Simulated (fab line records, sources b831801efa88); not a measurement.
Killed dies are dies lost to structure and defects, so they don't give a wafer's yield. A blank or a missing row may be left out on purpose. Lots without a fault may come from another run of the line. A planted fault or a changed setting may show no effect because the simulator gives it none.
A struck lot beside a sound one | flow sky130 | 14 steps out of a route of 708
Sound: wafers L972.1, L972.3, L972.6. Struck: wafers L969.1, L969.3, L969.4. The cause comes at the end.
At each step with rows: each side's tool, then ch and its chambers, then its first start. Under that, the readings that differ: sound wafers | struck wafers | difference of the means | sigmas: that difference in standard deviations of wafers without a fault.
alike: readings whose means differ by less than 2 such deviations, and words and numbers that are the same on both sides. not compared: withheld readings, readings that some wafer has no value for, bounds like >300 that may hide the same value, and numbers for which the record gives no deviation and whose values overlap.
The two part at a step that has a row with sigmas, a row that says differs or no value, or rows on one side only. Numbers that don't overlap but have no deviation are shown without sigmas and don't part them. A reading that every wafer of one side lacks parts them only if that side has two wafers or more.

first, 2 steps without rows for these wafers: SKY_METAL3_CLEAN_22 (cleans in O3/DIW); SKY_VIA3_HDPCVD_00 (deposits SiO2, target thk 1635 nm, time 272.5 s).
SKY_VIA3_THK_MEAS_01:
  sound on film_metro-03, day 40 20:26; struck on film_metro-02, day 40 08:29
  reading              | sound          | struck         | difference | sigmas
  VIA3_HDPCVD_THK (nm) | 1610 1611 1601 | 1645 1661 1651 | +45        | +3
SKY_VIA3_CMP_02: polishes SiO2.
  sound on cmp-01 ch 0,2,3, day 40 20:36; struck on cmp-02 ch 0,1,3, day 40 08:32
  alike: motor_current_A, platen_rpm
SKY_VIA3_BOW_MEAS_03:
  sound on film_metro-03, day 40 20:48; struck on film_metro-04, day 40 08:50
  alike: VIA3_BOW
then, 7 steps without rows for these wafers: SKY_VIA3_DEHYDRATE_04 (time 60 s); SKY_VIA3_HMDS_05 (prime time 60 s); SKY_VIA3_COAT_06 (resist thk 60 nm); SKY_VIA3_COAT_07 (resist thk 450 nm); SKY_VIA3_SOFTBAKE_08 (time 90 s); SKY_VIA3_EXPOSE_09 (exposes mask VIM3, target cd 200 nm); SKY_VIA3_PEB_10.
SKY_VIA3_DEVELOP_11: develop time 60 s.
  sound on litho_track-03 ch 0, day 41 21:00; struck on litho_track-03, day 41 09:00
  no value came back on the struck wafers for chill_plate_temp_C (C), develop_time_s (s); on the sound wafers chill_plate_temp_C (C) reads 23.06 22.97 22.89
  reading                                     | sound             | struck            | difference | sigmas
  model.KrF-thick_of_VIA3_COAT_07.thk_nm (nm) | 435.8 434.1 433.4 | 449.4 449.3 449.7 | +15.0      |
SKY_VIA3_CD_MEAS_12: target cd 200 nm.
  sound on cd_sem-02, day 41 22:02; struck on cd_sem-02, day 41 09:20
  reading    | sound             | struck | difference                    | sigmas
  cd_nm (nm) | 198.9 198.5 199.5 | - - -  | no value on the struck wafers |

WHERE THEY PART
First at SKY_VIA3_THK_MEAS_01; last, within this record, at SKY_VIA3_CD_MEAS_12.

WHY: what the simulator had put in
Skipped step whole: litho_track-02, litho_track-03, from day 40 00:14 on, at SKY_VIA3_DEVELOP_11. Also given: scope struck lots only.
